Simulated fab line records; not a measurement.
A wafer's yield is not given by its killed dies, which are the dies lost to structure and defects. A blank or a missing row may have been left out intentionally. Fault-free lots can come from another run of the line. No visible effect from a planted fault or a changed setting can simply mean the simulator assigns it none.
Comparing a struck lot with a sound one ; flow sky130 ; 14 out of 708 route steps
Sound: wafers L877.2, L877.3, L877.6. Wafers struck: L885.1, L885.2, L885.5. At the end, the cause is stated.
Order at every step that has rows: each side's tool, ch and its chambers, its first start. Under that, the readings that differ: sound wafers ; struck wafers ; difference of the means ; sigmas: that difference in standard deviations of wafers without a fault.
alike: a reading whose means differ by less than 2 such deviations, as well as words and numbers matching on both sides. not compared: withheld readings; readings where some wafer has no value; bounds like >300 that might hide an equal value; numbers whose values overlap and for which the record gives no deviation.
The two part at a step that has a row with sigmas, a row that says differs or no value, or rows on one side only. Numbers that don't overlap but have no deviation are shown without sigmas and don't part them. Lack of a reading on every wafer of one side parts them only where that side has two or more wafers.

first, 1 step without rows for these wafers: SKY_FIELD_ISO_DEVELOP_12 (develop time 60 s).
SKY_FIELD_ISO_CD_MEAS_13: the cd target is 150 nm.
  struck on cd sem-01, day 5 06:35; sound on cd sem-01, day 3 11:01
  alike: cd nm
SKY_FIELD_ISO_ETCH_14: etches BARC in N2/H2, stops on SiO2, time 45.9 s, target depth 60 nm.
  sound on rie diel-04 ch 1,3, day 3 11:07; struck on rie diel-04 ch 2,3, day 5 06:42
  alike: drypump motor current A, h2 flow sccm, oes product au, throttle valve pct
  not compared: rf hours counter h
SKY_FIELD_ISO_ETCH_15: etches the open film in CHF3/O2, stops on Si, target depth 180 nm, time 72 s.
  sound on rie diel-04 ch 1,3, day 3 11:10; struck on rie diel-04 ch 2,3, day 5 06:44
  alike: drypump motor current A, oes product au, throttle valve pct
  not compared: rf hours counter h
SKY_FIELD_ISO_STRIP_16: strips in O2/N2.
  sound on plasma asher-01 ch 0,1, day 3 11:13; struck on plasma asher-02 ch 0,1, day 5 06:48
  alike: drypump motor current A, oes product au, strip time to endpoint s
  not compared: rf hours counter h
SKY_FIELD_ISO_ETCH_17: etches Si in HBr/Cl2/O2, target depth 342 nm, time 97.7 s.
  sound on rie si-02 ch 0,2,3, day 3 11:19; struck on rie si-01 ch 2,3, day 5 06:54
  alike: drypump motor current A, oes product au, throttle valve pct
  not compared: rf hours counter h
then, 5 steps without rows for these wafers: SKY_FIELD_ISO_WET_ETCH_18 (etches Si3N4 in H3PO4, target depth 25 nm, time 286 s); SKY_FIELD_ISO_CLEAN_19 (cleans in SC1/SC2, time 150 s); SKY_FIELD_ISO_CLEAN_20 (cleans in dHF, time 20 s); SKY_FIELD_ISO_WET_ETCH_21 (etches SiO2 in dHF, target depth 20 nm, time 400 s); SKY_FIELD_ISO_OXIDATION_22 (stabilise 600 s, purge 300 s, target thk 10 nm).
SKY_FIELD_ISO_THK_MEAS_23:
  struck on film metro-03, day 5 08:25; sound on film metro-02, day 3 12:50
  alike: FIELD_ISO_OXIDATION_01_THK
SKY_FIELD_ISO_CVD_24: deposits SiO2, target thk 595 nm, time 99.2 s.
  sound on hdpcvd-01 ch 0,1, day 3 12:53; struck on hdpcvd-02 ch 0,1, day 5 08:28
  no value came back on the struck wafers for pressure mtorr (mTorr), run length s (s); on the sound wafers pressure mtorr (mTorr) reads 6.012 6.014 5.997
SKY_PAD_OPEN_PROBE_99:
  the record holds rows for the sound wafers here (prober-02, day 47 07:29) but none for the struck ones

== WHERE THEY PART ==
Earliest at SKY_FIELD_ISO_CVD_24; latest, in this record, at SKY_PAD_OPEN_PROBE_99.

WHY: what had been put in by the simulator
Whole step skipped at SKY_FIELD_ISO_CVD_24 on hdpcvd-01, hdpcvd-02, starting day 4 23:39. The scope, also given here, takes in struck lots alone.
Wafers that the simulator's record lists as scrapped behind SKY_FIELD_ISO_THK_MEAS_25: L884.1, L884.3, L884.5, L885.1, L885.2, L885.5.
